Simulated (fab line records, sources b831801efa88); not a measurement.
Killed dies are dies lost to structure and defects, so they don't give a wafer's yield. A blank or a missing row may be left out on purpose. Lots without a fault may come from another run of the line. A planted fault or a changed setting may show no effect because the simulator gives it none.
fab line records | flow sky130
record lots=9 wafers=27 last_day=48
route steps=708 shown FIELD_ISO@4 VIA4@659 METAL5@677 PAD_OPEN@702
lots that met no fault: from a run of the same line without faults
start_h: hours from the record's first day to the start of the lot's first wafer shown | wait_h: hours since the lot's step before | " the same as in the row above | L1.1+2: a row that stands for several wafers | - no value, or no start given | * or withheld: withheld | < > ~ a bound
route shown NAME@n: a module of which the file shows steps, and the number in the route of the first | usual: mean/standard deviation of fault-free wafers | same: alike in all rows | chamber/n: place in a boat | sites: the reading at each site | _std_site: their standard deviation | _edge_site: outer sites' mean less inner sites' | radius_mm: how far each site lies from the wafer's centre | mask NAME#n: copy n | behind: the tool/chamber that last shaped the wafer | hold: why the lot was held/for how many hours/how that ended | device: the transistor (n, p or np) that didn't switch | end of line: the same wafers' tests at the end of the route | a step without rows: its recipe alone | killed: dies lost to structure and defects at the first sort, not the wafer's yield | map: a wafer's dies, x killed, . not, _ none there
set.NAME: the setting as run; set.NAME@STEP: as run at that earlier step | model.NAME: the simulator's own value behind a step, which no gauge read
steps of the route over a sample of lots; a table a step, a row a wafer
services: from which hour (start_h, from the record's first day; less than 0 if before it) a tool's chamber was out of use, for how many hours, and why
## steps
# step SKY_FIELD_ISO_CVD_03
# recipe material=Si3N4 precursor=DCS/NH3 target_thk_nm=165 temp_c=770 time_s=2830 pressure_mtorr=250
# usual susceptor_temp_C=769.9/0.33
# columns lot.wafer tool chamber start_h wait_h susceptor_temp_C
L133.1 lpcvd-02 0 11.69 0.1 770.1
L133.2 " 0 " " 770.0
L133.3 " 0 " " 769.7
L134.2 lpcvd-02 1 33.09 15.8 770.3
L134.3 " 1 " " 769.8
L134.6 " 1 " " 770.3
L135.1 lpcvd-02 1 33.09 11.4 770.0
L135.5 " 1 " " 769.6
L135.6 " 1 " " 769.9
L136.1 lpcvd-02 1 33.09 6.4 770.5
L136.4 " 1 " " 769.4
L136.5 " 1 " " 769.6
L140.1 lpcvd-02 1 48.89 2.2 769.6
L140.3 " 1 " " 769.9
L140.6 " 1 " " 769.6
L141.2 lpcvd-02 1 52.93 0.1 770.3
L141.4 " 1 " " 770.4
L141.5 " 1 " " 770.1
L144.1 lpcvd-02 1 68.03 0.1 769.4
L144.2 " 1 " " 769.7
L144.3 " 1 " " 770.0
L145.2 lpcvd-02 1 72.75 0.0 770.5
L145.4 " 1 " " 770.0
L145.6 " 1 " " 770.5
L146.3 lpcvd-02 1 80.03 0.0 769.3
L146.4 " 1 " " 769.4
L146.6 " 1 " " 769.8
# step SKY_VIA4_THK_MEAS_20
# recipe thk_meas_gauge=xrf reads=W_of_VIA4_CVD_18
# usual VIA4_W_THK=502/7.5
# columns lot.wafer tool chamber start_h wait_h VIA4_W_THK[nm]
L133.1 film_metro-01 - 999.09 0.1 507
L133.2 " - " " 514
L133.3 " - " " 501
L134.2 film_metro-03 - 1024.91 0.1 505
L134.3 " - " " 497
L134.6 " - " " 509
L135.1 film_metro-01 - 1025.09 0.1 493
L135.5 " - " " 506
L135.6 " - " " 491
L136.1 film_metro-02 - 1025.51 0.1 512
L136.4 " - " " 510
L136.5 " - " " 511
L140.1 film_metro-01 - 1060.84 0.1 490
L140.3 " - " " 511
L140.6 " - " " 502
L141.2 film_metro-01 - 1065.05 0.1 506
L141.4 " - " " 489
L141.5 " - " " 485
L144.1 film_metro-03 - 1068.05 0.1 491
L144.2 " - " " 508
L144.3 " - " " 505
L145.2 film_metro-02 - 1080.09 0.1 506
L145.4 " - " " 508
L145.6 " - " " 497
L146.3 film_metro-02 - 1090.01 0.1 506
L146.4 " - " " 504
L146.6 " - " " 494
# step SKY_METAL5_STRIP_16
# recipe chemistry=O2/N2 power_w=1400 pressure_mtorr=1500 platen_temp_c=withheld o2_flow_sccm=3000 n2_flow_sccm=300 overash_fraction=0.5
# usual drypump_motor_current_A=6.0/0.4 oes_product_au=0.710/0.0044 strip_time_to_endpoint_s=13.09/0.14
# columns lot.wafer tool chamber start_h wait_h drypump_motor_current_A oes_product_au rf_hours_counter_h strip_time_to_endpoint_s
L133.1 plasma_asher-04 0 1022.78 0.2 6.5 0.713 60 13.19
L133.2 " 1 " " 6.0 0.709 60 13.04
L133.3 " 0 " " 6.5 0.707 - 12.97
L134.2 plasma_asher-01 0 1047.93 0.2 5.5 0.710 31 12.95
L134.3 " 1 " " 5.9 0.704 - 13.03
L134.6 " 1 " " 5.9 0.708 - 12.96
L135.1 plasma_asher-01 1 1048.44 0.2 5.9 0.706 31 13.35
L135.5 " 1 " " 5.9 0.708 - 13.27
L135.6 " 0 " " 5.5 0.715 - 13.26
L136.1 plasma_asher-04 0 1048.48 0.2 6.5 0.714 63 12.97
L136.4 " 1 " " 6.0 0.703 - 13.00
L136.5 " 0 " " 6.4 0.709 - 12.96
L140.1 plasma_asher-01 1 1082.89 0.2 5.9 0.715 34 12.83
L140.3 " 1 " " 5.9 0.707 - 12.93
L140.6 " 1 " " 5.9 0.714 - 12.97
L141.2 plasma_asher-03 0 1086.84 0.2 6.6 0.709 2 12.85
L141.4 " 0 " " 6.5 0.707 - 13.06
L141.5 " 1 " " 5.5 0.714 - 13.04
L144.1 plasma_asher-01 0 1090.14 0.2 5.5 0.703 35 13.14
L144.2 " 1 " " 5.9 0.715 35 13.19
L144.3 " 1 " " 5.9 0.715 - 13.20
L145.2 plasma_asher-04 1 1101.48 0.2 6.0 0.707 68 13.15
L145.4 " 0 " " 6.5 0.713 - 13.06
L145.6 " 0 " " 6.5 0.707 - 13.20
L146.3 plasma_asher-03 0 1111.01 0.1 6.6 0.708 - 13.12
L146.4 " 1 " " 5.5 0.706 - 13.23
L146.6 " 1 " " 5.5 0.709 - 13.14
# step SKY_PAD_OPEN_STRIP_08
# recipe chemistry=O2/N2 power_w=1400 pressure_mtorr=1500 platen_temp_c=withheld overash_fraction=0.7 o2_flow_sccm=3000 n2_flow_sccm=300
# usual drypump_motor_current_A=5.9/0.56 oes_product_au=0.663/0.0046 strip_time_to_endpoint_s=37.03/0.095
# columns lot.wafer tool chamber start_h wait_h drypump_motor_current_A oes_product_au rf_hours_counter_h strip_time_to_endpoint_s
L133.1 plasma_asher-03 1 1067.47 0.1 5.5 0.659 1 36.96
L133.2 " 0 " " 6.5 0.664 1 36.91
L133.3 " 1 " " 5.5 0.663 - 36.96
L134.2 plasma_asher-03 0 1090.68 0.1 6.5 0.668 3 37.14
L134.3 " 1 " " 5.5 0.655 - 36.99
L134.6 " 0 " " 6.5 0.661 - 37.07
L135.1 plasma_asher-03 0 1091.68 0.1 6.5 0.669 3 36.91
L135.5 " 1 " " 5.5 0.650 - 37.05
L135.6 " 0 " " 6.5 0.662 - 37.01
L136.1 plasma_asher-02 0 1091.77 0.1 5.7 0.659 94 36.85
L136.4 " 0 " " 5.7 0.668 - 36.85
L136.5 " 0 " " 5.7 0.664 - 36.97
L140.1 plasma_asher-03 0 1124.62 0.1 6.5 0.659 6 36.85
L140.3 " 0 " " 6.5 0.651 - 36.84
L140.6 " 0 " " 6.5 0.663 - 36.87
L141.2 plasma_asher-04 0 1127.18 0.1 6.5 0.673 70 37.12
L141.4 " 1 " " 5.9 0.666 - 37.16
L141.5 " 0 " " 6.5 0.668 - 37.20
L144.1 plasma_asher-02 0 1131.03 0.1 5.7 0.660 97 37.03
L144.2 " 1 " " 4.9 0.661 97 37.02
L144.3 " 1 " " 4.9 0.670 - 37.05
L145.2 plasma_asher-03 1 1141.13 0.1 5.5 0.664 8 37.14
L145.4 " 1 " " 5.5 0.665 - 37.14
L145.6 " 1 " " 5.5 0.662 - 37.12
L146.3 plasma_asher-04 1 1150.36 0.1 5.9 0.661 - 36.90
L146.4 " 0 " " 6.5 0.667 - 36.98
L146.6 " 0 " " 6.5 0.652 - 36.91
# step SKY_PAD_OPEN_PROBE_99
# usual killed_at_M0_to_M3=44/6.8 killed_at_M4_up=2.9/1.9 killed_at_contacts=24/5.2 killed_at_front_end=16/4.1 killed_at_other=0.4/0.74 killed_dies=88/9.1 killed_open=48/7.2 killed_short=39/5.6
# same gross_dies=492 killed_at_back_side=0
# columns lot.wafer tool chamber start_h wait_h killed_at_M0_to_M3 killed_at_M4_up killed_at_contacts killed_at_front_end killed_at_other killed_dies killed_open killed_short
L133.1 prober-02 - 1069.68 0.1 48 4 29 17 3 101 54 43
L133.2 prober-02 - 1069.73 0.1 41 3 33 12 0 89 51 38
L133.3 prober-02 - 1069.78 0.2 44 3 28 9 2 86 49 36
L141.2 prober-02 - 1129.49 0.1 48 3 25 17 0 93 42 50
L141.4 prober-02 - 1129.59 0.2 42 4 21 16 0 83 46 34
L141.5 prober-02 - 1129.64 0.2 45 2 24 17 0 88 50 38
L144.1 prober-01 - 1133.28 0.1 24 5 26 51 1 107 28 34
L144.2 prober-01 - 1133.33 0.1 42 3 24 59 0 128 53 36
L144.3 prober-01 - 1133.38 0.2 40 1 25 58 0 124 41 36
L145.2 prober-02 - 1143.39 0.1 42 3 23 51 0 119 50 24
L145.4 prober-02 - 1143.49 0.2 38 3 18 60 0 119 32 34
L145.6 prober-02 - 1143.59 0.2 45 0 19 54 1 119 38 37
L146.3 prober-01 - 1152.89 0.2 30 8 30 58 0 126 52 31
L146.4 prober-01 - 1152.94 0.2 45 1 20 61 0 127 49 31
L146.6 prober-01 - 1153.04 0.2 35 3 19 59 0 116 33 38
# killed by level:class
L133.1 CONTACT:geometric_particle:open=13 VIA1:geometric_particle:open=9 LI_CONTACT:geometric_particle:open=9 METAL2:geometric_particle:short=8 FIELD_ISO:geometric_particle:open=7 VIA3:geometric_particle:open=7 METAL1:geometric_particle:short=6 VIA1:geometric_particle:short=5
L133.2 CONTACT:geometric_particle:open=13 VIA1:geometric_particle:open=8 LI_CONTACT:geometric_particle:open=7 VIA3:geometric_particle:open=6 LOCAL_INTERCONNECT:geometric_particle:short=5 METAL1:geometric_particle:short=5 VIA2:geometric_particle:open=5 METAL3:geometric_particle:short=5
L133.3 CONTACT:geometric_particle:open=14 VIA1:geometric_particle:open=14 VIA1:geometric_particle:short=8 CONTACT:geometric_particle:short=5 FIELD_ISO:geometric_particle:open=4 LI_CONTACT:geometric_particle:open=4 VIA2:geometric_particle:short=4 VIA3:geometric_particle:open=4
L141.2 VIA1:geometric_particle:open=10 CONTACT:geometric_particle:open=8 METAL2:geometric_particle:short=8 FIELD_ISO:geometric_particle:short=6 LI_CONTACT:geometric_particle:open=6 METAL1:geometric_particle:short=6 VIA3:geometric_particle:short=5 LOCAL_INTERCONNECT:geometric_particle:short=4
L141.4 VIA1:geometric_particle:open=14 CONTACT:geometric_particle:open=9 VIA3:geometric_particle:open=8 CONTACT:geometric_particle:short=7 VIA2:geometric_particle:open=5 VIA1:geometric_particle:short=4 FIELD_ISO:geometric_particle:short=3 SD_P:coat_microbubble_printed=3
L141.5 LI_CONTACT:geometric_particle:open=10 VIA2:geometric_particle:open=8 CONTACT:geometric_particle:open=7 FIELD_ISO:geometric_particle:short=6 VIA1:geometric_particle:open=6 METAL2:geometric_particle:short=6 METAL2:geometric_particle:open=5 POLY_GATE:geometric_particle:open=4
L144.1 FIELD_ISO:unspecified=45 CONTACT:geometric_particle:open=9 METAL1:geometric_particle:short=7 LI_CONTACT:geometric_particle:open=6 CONTACT:geometric_particle:short=5 VIA1:geometric_particle:open=5 METAL4:geometric_particle:short=4 VIA2:geometric_particle:open=4
L144.2 FIELD_ISO:unspecified=39 VIA1:geometric_particle:open=9 VIA3:geometric_particle:open=9 CONTACT:geometric_particle:short=9 CONTACT:geometric_particle:open=8 METAL2:geometric_particle:short=7 FIELD_ISO:geometric_particle:open=5 LI_CONTACT:geometric_particle:open=5
L144.3 FIELD_ISO:unspecified=47 CONTACT:geometric_particle:open=9 VIA1:geometric_particle:open=7 LI_CONTACT:geometric_particle:open=6 LI_CONTACT:geometric_particle:short=6 METAL1:geometric_particle:short=6 VIA3:geometric_particle:open=6 METAL2:geometric_particle:short=5
L145.2 FIELD_ISO:unspecified=44 LI_CONTACT:geometric_particle:open=11 VIA1:geometric_particle:open=10 VIA3:geometric_particle:open=10 CONTACT:geometric_particle:open=7 METAL2:geometric_particle:short=5 VIA1:geometric_particle:short=4 VIA2:geometric_particle:open=4
L145.4 FIELD_ISO:unspecified=53 CONTACT:geometric_particle:open=10 VIA1:geometric_particle:short=8 VIA1:geometric_particle:open=6 VIA3:geometric_particle:open=6 VIA2:geometric_particle:short=4 METAL1:geometric_particle:short=4 METAL2:geometric_particle:short=4
L145.6 FIELD_ISO:unspecified=43 VIA1:geometric_particle:open=9 VIA3:geometric_particle:open=8 METAL2:geometric_particle:short=8 VIA1:geometric_particle:short=7 LI_CONTACT:geometric_particle:open=5 CONTACT:geometric_particle:short=5 CONTACT:geometric_particle:open=4
L146.3 FIELD_ISO:unspecified=43 CONTACT:geometric_particle:open=13 LI_CONTACT:geometric_particle:open=8 VIA1:geometric_particle:open=7 FIELD_ISO:geometric_particle:open=6 VIA2:geometric_particle:open=6 CONTACT:geometric_particle:short=5 METAL4:geometric_particle:short=4
L146.4 FIELD_ISO:unspecified=47 VIA3:geometric_particle:open=9 CONTACT:geometric_particle:open=9 VIA1:geometric_particle:open=9 METAL1:geometric_particle:short=8 METAL2:geometric_particle:short=7 FIELD_ISO:geometric_particle:open=5 LI_CONTACT:geometric_particle:open=5
L146.6 FIELD_ISO:unspecified=45 VIA1:geometric_particle:open=8 POLY_GATE:geometric_particle:open=7 CONTACT:geometric_particle:open=7 VIA1:geometric_particle:short=7 LOCAL_INTERCONNECT:geometric_particle:short=5 VIA2:geometric_particle:short=5 CONTACT:geometric_particle:short=4
## services
# columns tool chamber start_h hours kind
plasma_asher-03 - -10.39 8.6 repair
lpcvd-02 - 13.48 17.2 pm
plasma_asher-03 - 114.12 0.9 repair
plasma_asher-04 - 153.00 2.8 pm
plasma_asher-04 - 184.13 0.9 repair
plasma_asher-04 - 196.42 8.0 repair
plasma_asher-03 - 207.13 0.5 repair
plasma_asher-04 - 229.68 6.0 repair
plasma_asher-04 - 250.60 13.1 repair
plasma_asher-03 - 287.53 2.8 pm
plasma_asher-04 - 296.92 14.6 pm
plasma_asher-03 - 299.26 14.6 pm
plasma_asher-04 - 405.42 1.8 repair
plasma_asher-04 - 421.25 9.0 pm
plasma_asher-03 - 443.10 3.8 repair
plasma_asher-03 - 494.85 0.6 repair
lpcvd-02 - 550.73 6.1 pm
plasma_asher-04 - 595.26 1.8 repair
plasma_asher-04 - 614.38 3.8 repair
plasma_asher-04 - 721.55 1.0 repair
lpcvd-02 - 763.02 0.6 repair
plasma_asher-03 - 814.47 11.3 repair
lpcvd-02 - 914.31 4.3 pm
plasma_asher-03 - 1055.32 9.0 pm
## key
first_sign step=SKY_PAD_OPEN_PROBE_99 reading=killed_at_front_end direction=up sigmas=10 usual=16 struck=57
effect step=SKY_PAD_OPEN_PROBE_99 reading=killed_dies direction=up sigmas=3.6 usual=88 struck=121
met_at SKY_FIELD_ISO_CVD_03
struck_lots L144,L145,L146
struck_wafers L144.1,L144.2,L144.3,L145.2,L145.4,L145.6,L146.3,L146.4,L146.6
tester_left_out L144,L145,L146
not_acting_at SKY_VIA4_THK_MEAS_20,SKY_METAL5_STRIP_16,SKY_PAD_OPEN_STRIP_08
onset_between 52.93 68.03
also_fits time
fault kind=chamber_particle_source tool=lpcvd-02 chamber=1 onset_h=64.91 steps=SKY_FIELD_ISO_CVD_03 rate_per_visit_cm2=0.49624 end_h=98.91
# tester_left_out: of these lots the tester's yield and bins aren't shown, on N5 and GAA mostly nor the transistor test; their killed dies are dies lost to structure and defects alone, not to doping, threshold or leakage, so they don't give the yield
